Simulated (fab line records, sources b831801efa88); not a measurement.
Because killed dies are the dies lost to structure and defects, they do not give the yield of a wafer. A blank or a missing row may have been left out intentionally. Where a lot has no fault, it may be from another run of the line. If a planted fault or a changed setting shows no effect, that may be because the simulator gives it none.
One fault through the eyes of 2 desks + flow sky130 + each desk holds nothing but its own numbers, with what lay behind them at the end

## THE METROLOGY DESK
Means of the sampled wafers that have a number, per lot and without regard to the tool the lot ran on: this is what the gauges read. If a lot's mean is further than 4 standard deviations from the usual mean, the lot is out of limits and carries the mark OUT (the distance appears in the brackets).
Columns: A = LDD_N_TW at SKY_LDD_N_TW_MEAS_17, usual 2602; B = cd-nm at SKY_LDD_P_CD_MEAS_07, usual 379.7 nm
| lot  | first seen here | A    | B     |
|------|-----------------|------|-------|
| L632 | day 20 00:27    | 2623 | 379.6 |
| L634 | day 20 18:01    | 2620 | 379.3 |
| L644 | day 24 01:37    | 2588 | 373.5 |
| L645 | day 24 10:48    | 2580 | 377.6 |
| L646 | day 24 21:50    | 2614 | 379.8 |
| L647 | day 25 02:38    | 2587 | 377.5 |
This desk found nothing out of limits on any of the 6 lots.

## FOR THE TOOL OWNER'S DESK: litho-track-04
The tool's own readings at SKY_LDD_P_DEVELOP_06 (develop time 60 s): means of the sampled wafers that have a number, for each lot that ran on this tool. If a lot's mean is further than 4 standard deviations from the usual mean, the lot is out of limits and carries the mark OUT (the distance appears in the brackets).
Columns: A = developer-temp-C at SKY_LDD_P_DEVELOP_06, usual 23.01 C; B = resist-line-temp-C at SKY_LDD_P_DEVELOP_06, usual 23.02 C
| lot  | first seen here | A               | B     |
|------|-----------------|-----------------|-------|
| L632 | day 21 07:11    | 23.04           | 23.12 |
| L644 | day 25 06:44    | 25.29 (+24) OUT | 22.92 |
| L645 | day 25 15:26    | 25.32 (+24) OUT | 22.95 |
Finding of this desk: L644, L645 out of limits; the first was L644 at day 25 06:44, on developer-temp-C at SKY_LDD_P_DEVELOP_06. Within limits: L632.

## BROUGHT TOGETHER
The tool owner's desk could have raised an alarm at day 25 06:44, on L644, L645.
Nothing out of limits was seen by the metrology desk.
The metrology desk has L644, L645 on record, within its limits.
SKY_LDD_P_DEVELOP_06 was run on litho-track-04 by each of the lots named.

## WHAT THE SIMULATOR HAD PUT IN
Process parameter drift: litho-track-04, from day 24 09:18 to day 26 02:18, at SKY_LDD_P_DEVELOP_06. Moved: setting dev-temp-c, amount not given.
Struck lots among those shown: L644, L645.
Delay in hours, fault start to first out-of-limits reading, by desk: the tool owner's desk at 21.
